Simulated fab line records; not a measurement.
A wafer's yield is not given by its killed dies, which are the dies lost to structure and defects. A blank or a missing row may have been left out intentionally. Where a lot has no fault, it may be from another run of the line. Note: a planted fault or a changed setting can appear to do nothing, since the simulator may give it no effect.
Which of the tools did it? :: flow sky130 :: 11 lots, 33 wafers sampled, at 6 steps of a route of 708

== WHAT EACH GAUGE READ, for each wafer ==
SKY_SD_N_RS_MEAS_17: measurement is done with a four-point probe. Usual: SD_P_RS typically reads 147.1 ohm/sq, with standard deviation 0.37.
lot: L931
measured: day 28 01:47
on: film metro-03
SD_P_RS (ohm/sq): 147.1 146.9 146.8
flag: 

lot: L932
measured: day 28 11:46
on: film metro-04
SD_P_RS (ohm/sq): 146.8 146.8 146.6
flag: 

lot: L933
measured: day 29 00:17
on: film metro-01
SD_P_RS (ohm/sq): 147.0 147.4 147.5
flag: 

lot: L936
measured: day 30 09:53
on: film metro-04
SD_P_RS (ohm/sq): 147.6 146.6 147.3
flag: 

lot: L938
measured: day 31 08:30
on: film metro-01
SD_P_RS (ohm/sq): 147.3 146.9 147.1
flag: 

lot: L944
measured: day 33 01:13
on: film metro-01
SD_P_RS (ohm/sq): 147.5 147.2 147.3
flag: 

lot: L946
measured: day 33 10:47
on: film metro-04
SD_P_RS (ohm/sq): 147.0 147.1 147.5
flag: 

lot: L947
measured: day 33 15:56
on: film metro-03
SD_P_RS (ohm/sq): 147.5 146.9 146.8
flag: 

lot: L950
measured: day 34 14:50
on: film metro-04
SD_P_RS (ohm/sq): 146.6 147.1 147.2
flag: 

lot: L953
measured: day 35 23:19
on: film metro-03
SD_P_RS (ohm/sq): 147.5 147.1 147.2
flag: 

lot: L952
measured: day 35 23:55
on: film metro-04
SD_P_RS (ohm/sq): 146.6 146.9 147.0
flag: 

SKY_SD_N_RS_MEAS_18: measurement is done with a four-point probe. Usual: RES_XHIGH_RS typically reads 333.5 ohm/sq, with standard deviation 1.3.
lot: L931
measured: day 28 01:55
on: film metro-03
RES_XHIGH_RS (ohm/sq): 336.4 335.8 335.2
flag: 

lot: L932
measured: day 28 11:53
on: film metro-04
RES_XHIGH_RS (ohm/sq): 335.4 334.0 334.4
flag: 

lot: L933
measured: day 29 00:25
on: film metro-01
RES_XHIGH_RS (ohm/sq): 332.4 332.9 331.5
flag: 

lot: L936
measured: day 30 10:01
on: film metro-04
RES_XHIGH_RS (ohm/sq): 335.4 336.3 334.6
flag: 

lot: L938
measured: day 31 08:37
on: film metro-01
RES_XHIGH_RS (ohm/sq): 333.4 333.0 335.1
flag: 

lot: L944
measured: day 33 01:20
on: film metro-01
RES_XHIGH_RS (ohm/sq): 332.0 332.3 333.3
flag: 

lot: L946
measured: day 33 10:55
on: film metro-04
RES_XHIGH_RS (ohm/sq): 333.2 332.3 333.4
flag: 

lot: L947
measured: day 33 16:04
on: film metro-03
RES_XHIGH_RS (ohm/sq): 333.8 333.9 333.0
flag: 

lot: L950
measured: day 34 14:58
on: film metro-04
RES_XHIGH_RS (ohm/sq): 333.6 334.0 332.9
flag: 

lot: L953
measured: day 35 23:26
on: film metro-03
RES_XHIGH_RS (ohm/sq): 332.0 333.5 332.9
flag: 

lot: L952
measured: day 36 00:02
on: film metro-04
RES_XHIGH_RS (ohm/sq): 332.4 332.8 332.4
flag: 

SKY_LI_CONTACT_THK_MEAS_01. Usual: LI_CONTACT_HDPCVD_THK typically reads 929 nm, with standard deviation 11.
lot: L931
measured: day 28 02:08
on: film metro-04
LI_CONTACT_HDPCVD_THK (nm): 905 940 950
flag: 

lot: L932
measured: day 28 12:07
on: film metro-03
LI_CONTACT_HDPCVD_THK (nm): 936 918 931
flag: 

lot: L933
measured: day 29 00:38
on: film metro-04
LI_CONTACT_HDPCVD_THK (nm): 922 955 923
flag: 

lot: L936
measured: day 30 10:15
on: film metro-01
LI_CONTACT_HDPCVD_THK (nm): 926 914 900
flag: 

lot: L938
measured: day 31 08:51
on: film metro-03
LI_CONTACT_HDPCVD_THK (nm): 946 939 928
flag: 

lot: L944
measured: day 33 01:34
on: film metro-01
LI_CONTACT_HDPCVD_THK (nm): 939 928 928
flag: 

lot: L946
measured: day 33 11:09
on: film metro-01
LI_CONTACT_HDPCVD_THK (nm): 928 912 929
flag: 

lot: L947
measured: day 33 16:18
on: film metro-04
LI_CONTACT_HDPCVD_THK (nm): 932 928 935
flag: 

lot: L950
measured: day 34 15:12
on: film metro-04
LI_CONTACT_HDPCVD_THK (nm): 926 926 922
flag: 

lot: L953
measured: day 35 23:39
on: film metro-01
LI_CONTACT_HDPCVD_THK (nm): 920 919 920
flag: 

lot: L952
measured: day 36 00:17
on: film metro-01
LI_CONTACT_HDPCVD_THK (nm): 926 922 923
flag: 

SKY_LOCAL_INTERCONNECT_RS_MEAS_01: measurement is done with a four-point probe. Usual: LOCAL_INTERCONNECT_TIN_RS typically reads 14.19 ohm/sq, with standard deviation 0.18.
lot: L931
measured: day 29 08:20
on: film metro-02
LOCAL_INTERCONNECT_TIN_RS (ohm/sq): 14.35 14.19 13.92
flag: 

lot: L932
measured: day 29 17:20
on: film metro-02
LOCAL_INTERCONNECT_TIN_RS (ohm/sq): 14.37 14.16 14.12
flag: 

lot: L933
measured: day 30 06:39
on: film metro-01
LOCAL_INTERCONNECT_TIN_RS (ohm/sq): 14.16 13.79 13.72
flag: 

lot: L936
measured: day 31 18:02
on: film metro-02
LOCAL_INTERCONNECT_TIN_RS (ohm/sq): 13.99 13.80 14.08
flag: 

lot: L938
measured: day 32 15:08
on: film metro-02
LOCAL_INTERCONNECT_TIN_RS (ohm/sq): 14.43 14.06 14.17
flag: 

lot: L944
measured: day 34 06:19
on: film metro-04
LOCAL_INTERCONNECT_TIN_RS (ohm/sq): 14.21 14.31 14.41
flag: 

lot: L946
measured: day 34 15:31
on: film metro-01
LOCAL_INTERCONNECT_TIN_RS (ohm/sq): 11.07 14.09 14.11
flag: OFF

lot: L947
measured: day 34 20:07
on: film metro-02
LOCAL_INTERCONNECT_TIN_RS (ohm/sq): 13.97 14.31 11.12
flag: OFF

lot: L950
measured: day 35 19:42
on: film metro-04
LOCAL_INTERCONNECT_TIN_RS (ohm/sq): 13.82 14.08 14.04
flag: 

lot: L953
measured: day 37 04:05
on: film metro-02
LOCAL_INTERCONNECT_TIN_RS (ohm/sq): 14.17 14.22 14.25
flag: 

lot: L952
measured: day 37 04:21
on: film metro-01
LOCAL_INTERCONNECT_TIN_RS (ohm/sq): 14.48 14.44 14.69
flag: 

SKY_LOCAL_INTERCONNECT_THK_MEAS_02: measures by xrf. Usual: LOCAL_INTERCONNECT_TIN_THK typically reads 98.6 nm, with standard deviation 1.1.
lot: L931
measured: day 29 08:26
on: film metro-02
LOCAL_INTERCONNECT_TIN_THK (nm): 96.9 98.0 100.0
flag: 

lot: L932
measured: day 29 17:27
on: film metro-02
LOCAL_INTERCONNECT_TIN_THK (nm): 96.7 98.4 98.8
flag: 

lot: L933
measured: day 30 06:46
on: film metro-01
LOCAL_INTERCONNECT_TIN_THK (nm): 98.9 101.4 101.8
flag: 

lot: L936
measured: day 31 18:10
on: film metro-02
LOCAL_INTERCONNECT_TIN_THK (nm): 99.8 100.8 99.2
flag: 

lot: L938
measured: day 32 15:14
on: film metro-02
LOCAL_INTERCONNECT_TIN_THK (nm): 96.6 99.3 98.7
flag: 

lot: L944
measured: day 34 06:26
on: film metro-04
LOCAL_INTERCONNECT_TIN_THK (nm): 98.6 98.0 97.7
flag: 

lot: L946
measured: day 34 15:38
on: film metro-01
LOCAL_INTERCONNECT_TIN_THK (nm): 125.6 99.8 99.9
flag: OFF

lot: L947
measured: day 34 20:14
on: film metro-02
LOCAL_INTERCONNECT_TIN_THK (nm): 98.9 97.2 123.3
flag: OFF

lot: L950
measured: day 35 19:49
on: film metro-04
LOCAL_INTERCONNECT_TIN_THK (nm): 100.4 98.6 98.9
flag: 

lot: L953
measured: day 37 04:11
on: film metro-02
LOCAL_INTERCONNECT_TIN_THK (nm): 98.6 98.4 98.3
flag: 

lot: L952
measured: day 37 04:28
on: film metro-01
LOCAL_INTERCONNECT_TIN_THK (nm): 97.3 97.4 96.0
flag: 

== WHICH TOOL RAN EACH LOT (tool, then ch and the chambers of the sampled wafers, then the start) ==
lot: L931
SKY_LOCAL_INTERCONNECT_SPUTTER_00: pvd sputter-04, day 29 08:14

lot: L932
SKY_LOCAL_INTERCONNECT_SPUTTER_00: pvd sputter-04, day 29 17:16

lot: L933
SKY_LOCAL_INTERCONNECT_SPUTTER_00: pvd sputter-01, day 30 06:34

lot: L936
SKY_LOCAL_INTERCONNECT_SPUTTER_00: pvd sputter-04, day 31 17:58

lot: L938
SKY_LOCAL_INTERCONNECT_SPUTTER_00: pvd sputter-01, day 32 15:02

lot: L944
SKY_LOCAL_INTERCONNECT_SPUTTER_00: pvd sputter-04, day 34 06:14

lot: L946
SKY_LOCAL_INTERCONNECT_SPUTTER_00: pvd sputter-04, day 34 15:28

lot: L947
SKY_LOCAL_INTERCONNECT_SPUTTER_00: pvd sputter-04, day 34 20:04

lot: L950
SKY_LOCAL_INTERCONNECT_SPUTTER_00: pvd sputter-02, day 35 19:38

lot: L953
SKY_LOCAL_INTERCONNECT_SPUTTER_00: pvd sputter-02, day 37 03:59

lot: L952
SKY_LOCAL_INTERCONNECT_SPUTTER_00: pvd sputter-01, day 37 04:17
- SKY_LOCAL_INTERCONNECT_SPUTTER_00: material TiN, target thk 100 nm, time 83.3 s.

== AS READ BY THE TOOLS THEMSELVES (means over the sampled wafers that have a number; for cases with no such wafer, the mark the record gives instead) ==
SKY_LOCAL_INTERCONNECT_SPUTTER_00. Usual: throttle valve pct 29.6 %, standard deviation 1.2.
lot: L931
tool: pvd sputter-04
throttle valve pct (%): 30.0
flag: 

lot: L932
tool: pvd sputter-04
throttle valve pct (%): 29.9
flag: 

lot: L933
tool: pvd sputter-01
throttle valve pct (%): 30.1
flag: 

lot: L936
tool: pvd sputter-04
throttle valve pct (%): 30.1
flag: 

lot: L938
tool: pvd sputter-01
throttle valve pct (%): 29.7
flag: 

lot: L944
tool: pvd sputter-04
throttle valve pct (%): 30.6
flag: 

lot: L946
tool: pvd sputter-04
throttle valve pct (%): 30.8
flag: 

lot: L947
tool: pvd sputter-04
throttle valve pct (%): 30.6
flag: 

lot: L950
tool: pvd sputter-02
throttle valve pct (%): 28.8
flag: 

lot: L953
tool: pvd sputter-02
throttle valve pct (%): 28.7
flag: 

lot: L952
tool: pvd sputter-01
throttle valve pct (%): 29.4
flag: 

== THE ANSWER, worked out from the rows above alone ==
Rule: a lot is off if the mean of its wafers that have a number lies more than 3 standard deviations from the usual mean. A lot without any number at a reading at which 4 lots or more have one is off too. All remaining lots with rows at the step are treated as sound. After the gauges, taken in route order, come the tools' own readings; for these a lot's mean is taken, as printed above. The first step at which some lot is off is used, and at that step the reading that is off furthest; a lot without a number counts as furthest.
Off: L946, L947, at SKY_LOCAL_INTERCONNECT_RS_MEAS_01 (LOCAL_INTERCONNECT_TIN_RS).
A tool fits if, at a process step before that reading, it ran every lot that is off, and no sound lot after the first of them. The gauges at SKY_LOCAL_INTERCONNECT_RS_MEAS_01 are tried like those tools. One fits: pvd sputter-04 at SKY_LOCAL_INTERCONNECT_SPUTTER_00. A fault onset in the window from L944 (day 34 06:14, its last sound lot) to L946 (day 34 15:28, its first lot off) fits.

== WHAT THE SIMULATOR PUT IN ==
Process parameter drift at SKY_LOCAL_INTERCONNECT_SPUTTER_00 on pvd sputter-04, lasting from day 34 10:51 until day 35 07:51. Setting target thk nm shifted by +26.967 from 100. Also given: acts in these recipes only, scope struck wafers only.
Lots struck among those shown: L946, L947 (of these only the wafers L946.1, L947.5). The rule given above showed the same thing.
